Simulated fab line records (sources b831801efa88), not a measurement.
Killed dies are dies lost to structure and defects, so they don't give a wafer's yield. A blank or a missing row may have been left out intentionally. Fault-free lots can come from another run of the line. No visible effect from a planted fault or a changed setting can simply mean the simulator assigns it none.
Struck lot and sound lot, side by side | flow sky130 | 16 out of 708 route steps
Sound: the wafers L875.1, L875.3, L875.6. Wafers struck: L883.1, L883.3, L883.4. The cause comes at the end.
For every step that has rows: the tool of each side, followed by ch and its chambers, followed by its first start. Under that, the readings that differ: sound wafers | struck wafers | difference of the means | sigmas: that difference in standard deviations of wafers without a fault.
alike: same words and numbers on both sides, and readings whose means sit less than 2 such deviations apart. not compared: any withheld reading, any reading some wafer has no value for, any bound like >300 that may hide the same value, and any number with overlapping values for which the record gives no deviation.
The two part at a step that has a row with sigmas, a row that says differs or no value, or rows on one side only. Numbers that have no deviation but don't overlap get no sigmas and don't part them. Lack of a reading on every wafer of one side parts them only where that side has two or more wafers.

SKY_CAP2M_THK_MEAS_01:
  sound on filmMetro-04 at day 42 15:14; struck on filmMetro-01 at day 44 11:38
  alike: CAP2M_CVD_00_THK
SKY_CAP2M_SPUTTER_02: material TiN, target thk 200 nm, time 166.7 s.
  sound on pvdSputter-02 at day 42 15:17; struck on pvdSputter-01 at day 44 11:41
  alike: throttleValvePct
SKY_CAP2M_RS_MEAS_03: a four-point-probe measurement.
  sound on filmMetro-03 at day 42 15:24; struck on filmMetro-04 at day 44 11:47
  alike: CAP2M_TIN_RS
SKY_CAP2M_THK_MEAS_04: measures by xrf.
  sound on filmMetro-03 at day 42 15:31; struck on filmMetro-04 at day 44 11:55
  alike: CAP2M_TIN_THK
then, 7 steps without rows for these wafers: SKY_CAP2M_DEHYDRATE_05 (time 60 s); SKY_CAP2M_HMDS_06 (prime time 60 s); SKY_CAP2M_COAT_07 (resist thk 1140 nm); SKY_CAP2M_SOFTBAKE_08 (time 60 s); SKY_CAP2M_EXPOSE_09 (exposes mask CAP2M, target cd 1000 nm); SKY_CAP2M_PEB_10; SKY_CAP2M_DEVELOP_11 (develop time 60 s).
SKY_CAP2M_OVL_MEAS_12:
  sound on overlay-02 at day 43 14:02; struck on overlay-01 at day 45 08:50
reading        | sound       | struck         | difference | sigmas
CAP2M_OVL (nm) | 1.3 3.3 0.4 | -2.3 -0.7 -1.6 | -3.2       | -2
SKY_CAP2M_METAL_ETCH_13: etches TiN in Cl2/BCl3, stops on SiO2, target depth 220 nm, time 62.9 s.
  sound on rieMetal-02 ch 0,1, day 43 14:04; struck on rieMetal-02 ch 1, day 45 08:52
  no value came back on the struck wafers for any of 7 readings (bcl3FlowSccm (sccm), biasW (W) and others); on the sound wafers bcl3FlowSccm (sccm) reads 29.95 29.83 29.95
reading                                   | sound             | struck         | difference | sigmas
model.NOVOLAK_of_CAP2M_COAT_07.thkNm (nm) | 995.8 995.7 994.7 | 1151 1145 1144 | +151       | 
  not compared: rfHoursCounterH
SKY_CAP2M_STRIP_14: strips in O2/N2.
  sound on plasmaAsher-03 ch 0,1, day 43 14:08; struck on plasmaAsher-01 ch 0,1, day 45 09:01
reading                  | sound             | struck            | difference | sigmas
oesProductAu (a.u.)      | 0.713 0.710 0.712 | 0.720 0.724 0.721 | +0.010     | +2
stripTimeToEndpointS (s) | 12.69 12.69 12.68 | 14.27 14.25 14.24 | +1.57      | +35
  alike: drypumpMotorCurrentA
  not compared: rfHoursCounterH
then, 1 step without rows for these wafers: SKY_CAP2M_STRIP_15 (strips in post etch residue remover, time 1200 s).
-- the record jumps here: 4 days lie between the struck wafers' starts before and after (it left off in module CAP2M and takes up again in module PAD_OPEN, whose first step shown is number 708 of the route) --
SKY_PAD_OPEN_PROBE_99:
  sound on prober-01 at day 48 05:36; struck on prober-01 at day 49 17:33
reading                 | sound          | struck         | difference | sigmas
defectLimitedYield (%)  | 83.9 81.1 84.1 | 0 0 0          | -83        | -38
killedAtOther           | 0 0 0          | 391 404 407    | +401       | +99 or more
killedDies              | 79 93 78       | 492 492 492    | +409       | +37
killedOnRim             | 13 14 18       | 96 96 96       | +81        | +21
sort_bin_5_function (%) | 10.4 11.0 10.0 | 91.9 92.3 92.5 | +81.8      | +51
sortNPass               | 413 399 414    | 0 0 0          | -409       | -37
sortYieldPct (%)        | 83.9 81.1 84.1 | 0 0 0          | -83        | -38
  alike: killed_at_M0_to_M3, killed_at_M4_up, killedAtContacts, killedAtFrontEnd, killedOpen, killedShort, sort_bin_3_pad_short, sort_bin_6_memory

== WHERE THEY PART ==
Earliest at SKY_CAP2M_OVL_MEAS_12; latest, in this record, at SKY_PAD_OPEN_PROBE_99.

WHY: what the simulator had put in
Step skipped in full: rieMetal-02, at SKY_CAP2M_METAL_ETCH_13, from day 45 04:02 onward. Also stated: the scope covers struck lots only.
